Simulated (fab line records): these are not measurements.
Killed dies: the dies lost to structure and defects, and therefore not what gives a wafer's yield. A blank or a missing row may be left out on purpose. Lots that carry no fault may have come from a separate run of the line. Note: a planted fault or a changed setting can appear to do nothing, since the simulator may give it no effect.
A struck lot beside a sound one ; flow sky130 ; 15 steps out of a route of 708
Sound: wafers L169.1, L169.5, L169.6. Struck: wafer L185.6. (L185.1, L185.3 of the same lot were not struck and are left out.) The cause comes at the end.
At each step with rows: each side's tool, then ch and its chambers, then its first start. Under that, the readings that differ: sound wafers ; struck wafers ; difference of the means ; sigmas: that difference in standard deviations of wafers without a fault.
alike: words and numbers the same on both sides, and readings whose means are apart by under 2 such deviations; not compared: readings that were withheld, readings missing a value for some wafer, numbers with overlapping values and no deviation given by the record, and bounds like >300 which may hide the same value.
Wherever a step has rows on one side only, a row that says differs or no value, or a row with sigmas, the two part there. Numbers that have no deviation but don't overlap get no sigmas and don't part them. A reading that every wafer of one side lacks parts them only if that side has two wafers or more.

SKY_METAL2_THK_MEAS_06: measures by xrf.
  sound on film-metro-01 at day 38 22:51; struck on film-metro-01 at day 40 06:53
  alike: METAL2_ALCU_THK
then, 8 steps without rows for these wafers: SKY_METAL2_DEHYDRATE_07 (time 60 s); SKY_METAL2_HMDS_08 (prime time 60 s); SKY_METAL2_COAT_09 (resist thk 60 nm); SKY_METAL2_COAT_10 (resist thk 450 nm); SKY_METAL2_SOFTBAKE_11 (time 90 s); SKY_METAL2_EXPOSE_12 (exposes mask MM2, target cd 140 nm); SKY_METAL2_PEB_13; SKY_METAL2_DEVELOP_14 (develop time 60 s).
SKY_METAL2_CD_MEAS_15: target cd 140 nm.
  sound on cd-sem-02 at day 39 23:06; struck on cd-sem-01 at day 41 07:30
  alike: cd-nm
SKY_METAL2_OVL_MEAS_16:
  sound on overlay-02 at day 39 23:13; struck on overlay-02 at day 41 07:37
  alike: METAL2_OVL
SKY_METAL2_DESCUM_17: chemistry O2, time 8 s.
  sound on rie-metal-04 ch 0,1, day 39 23:16; struck on rie-metal-03 ch 1, day 41 07:40
  alike: drypump-motor-current-A, oes-product-au
  not compared: rf-hours-counter-h
SKY_METAL2_ETCH_18: etches BARC in N2/H2, stops on SiO2, time 45.9 s, target depth 60 nm.
  sound on rie-metal-04 ch 0,1, day 39 23:17; struck on rie-metal-03 ch 1, day 41 07:41
reading;sound;struck;difference;sigmas
bias-w (W);100.68 99.84 100.05;113.55;+13.36;+45
  alike: drypump-motor-current-A, oes-product-au, throttle-valve-pct
  not compared: rf-hours-counter-h
SKY_METAL2_METAL_ETCH_19: etches the open film in Cl2/BCl3, stops on SiO2, target depth 360 nm, time 78 s.
  sound on rie-metal-04 ch 0,1, day 39 23:21; struck on rie-metal-03 ch 1, day 41 07:45
  alike: bias-w, drypump-motor-current-A, oes-product-au, throttle-valve-pct
  not compared: rf-hours-counter-h
-- the record jumps here: 9 days lie between the struck wafers' starts before and after (it left off in module METAL2 and takes up again in module PAD_OPEN, whose first step shown is number 708 of the route) --
SKY_PAD_OPEN_PROBE_99:
  sound on prober-01 at day 49 13:52; struck on prober-01 at day 50 13:16
  alike: defect-limited-yield, killed_at_M0_to_M3, killed_at_M4_up, killed-at-contacts, killed-at-front-end, killed-at-other, killed-dies, killed-open, killed-short, sort_bin_3_pad_short, sort_bin_5_function, sort_bin_6_memory, sort-n-pass, sort-yield-pct

WHERE THEY PART
SKY_METAL2_ETCH_18 only, going by this record. Later steps at which nothing parts them and some readings are alike: SKY_METAL2_METAL_ETCH_19, SKY_PAD_OPEN_PROBE_99.

WHY: what had been put in by the simulator
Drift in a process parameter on rie-metal-03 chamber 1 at SKY_METAL2_ETCH_18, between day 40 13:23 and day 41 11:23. From 100, the setting bias-w moved by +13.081. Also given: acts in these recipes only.
